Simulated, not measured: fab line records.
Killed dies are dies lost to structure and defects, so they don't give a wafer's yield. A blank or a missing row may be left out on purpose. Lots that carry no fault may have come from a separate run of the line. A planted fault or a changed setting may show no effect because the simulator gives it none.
What tool caused it? ; flow gf180mcu ; 15 lots, 45 wafers sampled, at 2 steps of a route of 602

WHAT EACH GAUGE READ, for each wafer
GF_M4_CD_MEAS_14: the cd target is 280 nm. Usual: cdNm 279.7 nm, standard deviation 1.1.
lot;measured;on;cdNm (nm);flag
L632;day 23 07:35;cdSem-02;278.9 278.1 278.0;
L633;day 23 16:33;cdSem-02;280.1 281.0 279.6;
L634;day 23 23:31;cdSem-02;278.3 280.5 281.0;
L636;day 24 18:55;cdSem-02;280.0 279.0 279.7;
L637;day 25 06:03;cdSem-02;279.9 281.1 280.6;
L638;day 25 12:19;cdSem-01;280.5 280.0 280.5;
L639;day 25 19:35;cdSem-02;280.6 280.2 280.2;
L640;day 26 01:30;cdSem-02;279.4 278.3 279.0;
L643;day 27 03:46;cdSem-01;280.7 279.9 278.5;
L644;day 27 10:10;cdSem-02;280.9 281.2 280.4;
L645;day 27 16:13;cdSem-02;282.0 282.6 281.4;
L646;day 28 00:24;cdSem-02;280.5 280.3 279.7;
L653;day 30 01:31;cdSem-01;278.8 278.0 278.7;
L654;day 30 06:55;cdSem-02;278.4 279.5 277.8;
L655;day 30 12:26;cdSem-01;279.8 280.1 280.6;

WHICH TOOL RAN EACH LOT (tool, then ch and the chambers of the sampled wafers, then the start)
lot;GF_M4_SPUTTER_01
L632;pvdSputter-01, day 22 08:17
L633;pvdSputter-04, day 22 18:18
L634;pvdSputter-01, day 23 00:42
L636;pvdSputter-04, day 23 20:48
L637;pvdSputter-03, day 24 08:23
L638;pvdSputter-04, day 24 14:57
L639;pvdSputter-01, day 24 21:56
L640;pvdSputter-04, day 25 04:07
L643;pvdSputter-03, day 26 07:44
L644;pvdSputter-01, day 26 13:08
L645;pvdSputter-01, day 26 19:34
L646;pvdSputter-01, day 27 04:05
L653;pvdSputter-03, day 29 07:25
L654;pvdSputter-04, day 29 11:49
L655;pvdSputter-01, day 29 18:16
- GF_M4_SPUTTER_01: material TiN, target thk 30 nm, time 25 s.

WHAT THE TOOLS THEMSELVES READ (means of the sampled wafers that have a number; where no wafer has one, the mark that the record gives instead)
GF_M4_SPUTTER_01. Usual: cathodeDcPowerW 6500.0 W, standard deviation 1.2; chamberPressurePa 0.4001 Pa, standard deviation 0.00082; throttleValvePct 29.5 %, standard deviation 0.98.
lot;tool;cathodeDcPowerW (W);chamberPressurePa (Pa);throttleValvePct (%);flag
L632;pvdSputter-01;6500.9;0.3997;29.0;
L633;pvdSputter-04;6499.2;0.4008;29.9;
L634;pvdSputter-01;6500.5;0.4002;29.2;
L636;pvdSputter-04;6500.8;0.4008;29.1;
L637;pvdSputter-03;6498.7;0.4007;28.7;
L638;pvdSputter-04;6499.9;0.4001;29.0;
L639;pvdSputter-01;6498.9;0.3997;29.6;
L640;pvdSputter-04;6499.5;0.4006;28.5;
L643;pvdSputter-03;6499.1;0.4000;30.0;
L644;pvdSputter-01;6499.8;0.4001;30.3;
L645;pvdSputter-01;6500.1;0.4012;29.6;
L646;pvdSputter-01;6500.0;0.3998;29.8;
L653;pvdSputter-03;6500.0;0.3996;29.5;
L654;pvdSputter-04;6499.4;0.4003;29.8;
L655;pvdSputter-01;6499.1;0.3999;29.2;

THE ANSWER, worked out from the rows above alone
Rule: a lot is off if the mean of its wafers that have a number lies more than 3 standard deviations from the usual mean. A lot without any number at a reading at which 4 lots or more have one is off too. All remaining lots with rows at the step are treated as sound. Order of review: gauges by route order, followed by the tools' own readings, for which a lot's mean as printed above is used. The first step at which some lot is off is used, and at that step the reading that is off furthest; a lot without a number counts as furthest.
Across all readings shown, no lot is off: no conclusion can be drawn from this.

WHAT WAS PUT IN BY THE SIMULATOR
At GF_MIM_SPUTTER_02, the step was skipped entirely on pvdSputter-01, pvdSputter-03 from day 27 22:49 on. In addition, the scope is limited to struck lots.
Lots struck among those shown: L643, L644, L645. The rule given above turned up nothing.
